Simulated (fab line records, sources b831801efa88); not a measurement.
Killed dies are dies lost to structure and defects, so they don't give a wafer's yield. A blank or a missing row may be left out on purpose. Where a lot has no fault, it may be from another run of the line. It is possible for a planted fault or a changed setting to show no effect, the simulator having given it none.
8D (eight disciplines) problem report, filled in by code || flow sky130 || the parts of the form that need people (team, actions taken, sign-off) are left out

== 1. WHAT WENT WRONG ==
killed-at-front-end at SKY_PAD_OPEN_PROBE_99 reads a mean of 75 on 6 wafers of 2 lots; wafers without a fault read 14 with a standard deviation of 3.7. That puts it +16 standard deviations away from the usual mean.
First observed at day 49 13:21: wafer L820.2, on prober-01. Wafers with a number at this step in the record: 9, from 3 lots. Rule for "out", or "out of limits": more than 4 standard deviations from the usual mean. The rest of the wafers with a number are treated as sound.

== 2. WHAT IT IS AND WHAT IT IS NOT ==
{"question": "which readings at this step", "is": "killed-at-front-end, killed-dies", "is not": "killed_at_M4_up, killed-open, killed-short"}
{"question": "which lots", "is": "L820, L821", "is not": "L807"}
{"question": "which wafers of those lots", "is": "all that have a number", "is not": "-"}
{"question": "read on which tools", "is": "prober-01, prober-02", "is not": "-"}
{"question": "when", "is": "from day 49 13:21", "is not": "up to then (3 sound wafers)"}

== 3. WHAT RULES OUT EACH SUSPECT ==
Counting: a tool at a process step up to the reading stays a suspect if it ran every lot that is out and no sound lot after the first of them.
- plasma-asher-02 at SKY_POLY_CUT_STRIP_12 (strips in O2/N2): kept. It processed each lot that is out, first L820 at day 29 20:22, and no sound lot thereafter; up to then, the last sound lot it processed was L807 at day 25 04:20.
Left after counting: plasma-asher-02 at SKY_POLY_CUT_STRIP_12.

== 4. THE CAUSE (what the simulator had put in) ==
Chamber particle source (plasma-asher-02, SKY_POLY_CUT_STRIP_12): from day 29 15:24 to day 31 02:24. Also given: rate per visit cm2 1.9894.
This tool alone remained once counting was done.

== 5. SEQUENCE OF EFFECTS, ordered by route ==
One row per reading whose mean, taken over the struck wafers that have a number, lies over 3 standard deviations from the usual. Only readings whose record carries a usual standard deviation are examined. hours: median over the lots of the time between each lot's start at the first step of this table that gives one and its start at this step. sigmas: the change, counted in usual standard deviations.
{"hours": 0, "step": "SKY_PAD_OPEN_PROBE_99", "reading": "killed-at-front-end", "usual": 14, "on struck wafers": 75, "change": "+61", "sigmas": "+16"}
{"hours": 0, "step": "SKY_PAD_OPEN_PROBE_99", "reading": "killed-dies", "usual": 86, "on struck wafers": 140, "change": "+54", "sigmas": "+6.0"}
Here are the process steps it includes:
- SKY_PAD_OPEN_PROBE_99

== 6. HOW IT WOULD HAVE BEEN CAUGHT EARLIER ==
478 hours passed between the start of the fault at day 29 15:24 and the first reading out of limits in this record, taken at day 49 13:21.
An alarm limit of 4 standard deviations would not have fired on the tool readings at SKY_POLY_CUT_STRIP_12 for which the record gives a usual standard deviation, since none of them was out on any struck wafer.
All the lots that are out (2) had begun SKY_POLY_CUT_STRIP_12 on plasma-asher-02 by day 49 13:21. None of them would have been spared by holding the tool at that moment.
